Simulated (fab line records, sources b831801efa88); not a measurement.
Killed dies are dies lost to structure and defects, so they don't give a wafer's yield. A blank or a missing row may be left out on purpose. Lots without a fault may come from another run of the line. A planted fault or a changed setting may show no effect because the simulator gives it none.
One fault seen from 2 desks | flow gf180mcu | each desk has only its own numbers; what lay behind them comes last

THE TOOL OWNER'S DESK: implanter-04
The tool's own readings at GF_MVPSD_IMPLANT_09: means of the sampled wafers that have a number, for each lot that ran on this tool. A lot is out of limits, marked OUT, if its mean lies more than 4 standard deviations from the usual mean; the brackets give that distance.
Columns: A = beam_on_s at GF_MVPSD_IMPLANT_09, usual 9.99 s; B = faraday_current_uA at GF_MVPSD_IMPLANT_09, usual 28.2
lot  | first seen here | A               | B
L704 | day 6 05:20     | 9.97            | 28.3
L709 | day 7 06:11     | 10.01           | 28.2
L712 | day 7 14:53     | 10.31           | 27.4
L715 | day 8 07:39     | 9.98            | 28.3
L718 | day 9 00:24     | 7.90 (-9.5) OUT | 35.7 (+12) OUT
L720 | day 9 09:02     | 8.03 (-8.9) OUT | 35.0 (+11) OUT
This desk's finding: out of limits on L718, L720; first on L718, day 9 00:24 (beam_on_s at GF_MVPSD_IMPLANT_09). In limits: L704, L709, L712, L715.

THE METROLOGY DESK
What the gauges read, lot by lot, whatever tool the lot ran on: means of the sampled wafers that have a number. A lot is out of limits, marked OUT, if its mean lies more than 4 standard deviations from the usual mean; the brackets give that distance.
Columns: A = MVPSD_RS at GF_VT_IMPLANT_RS_MEAS_49, usual 1169.3 ohm/sq
lot  | first seen here | A
L703 | day 8 10:13     | 1169.6
L704 | day 8 20:53     | 1166.6
L707 | day 9 11:23     | 1166.0
L710 | day 9 22:41     | 1172.6
L709 | day 10 00:54    | 1168.4
L711 | day 10 02:22    | 1173.7
L712 | day 10 09:31    | 1171.3
L713 | day 10 15:34    | 1169.6
L715 | day 11 04:11    | 1169.7
L717 | day 11 17:06    | 1169.9
L718 | day 11 23:52    | 1213.6 (+16) OUT
L719 | day 12 04:14    | 1167.9
L720 | day 12 08:54    | 1211.5 (+15) OUT
This desk's finding: out of limits on L718, L720; first on L718, day 11 23:52 (MVPSD_RS at GF_VT_IMPLANT_RS_MEAS_49). In limits: L703, L704, L707, L710, L709, L711, L712, L713, L715, L717, L719.

PUT TOGETHER
The tool owner's desk could have raised an alarm at day 9 00:24, on L718, L720.
The metrology desk could have raised an alarm at day 11 23:52, on L718, L720.
Of the lots named, all ran GF_MVPSD_IMPLANT_09 on implanter-04.

WHAT THE SIMULATOR HAD PUT IN
Process parameter drift: implanter-04, from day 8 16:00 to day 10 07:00, at GF_MVPSD_IMPLANT_09. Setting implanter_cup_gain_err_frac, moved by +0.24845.
Lots struck among those shown: L718, L720.
Hours from the fault's start to each desk's first reading out of limits: the tool owner's desk, 8; the metrology desk, 80.
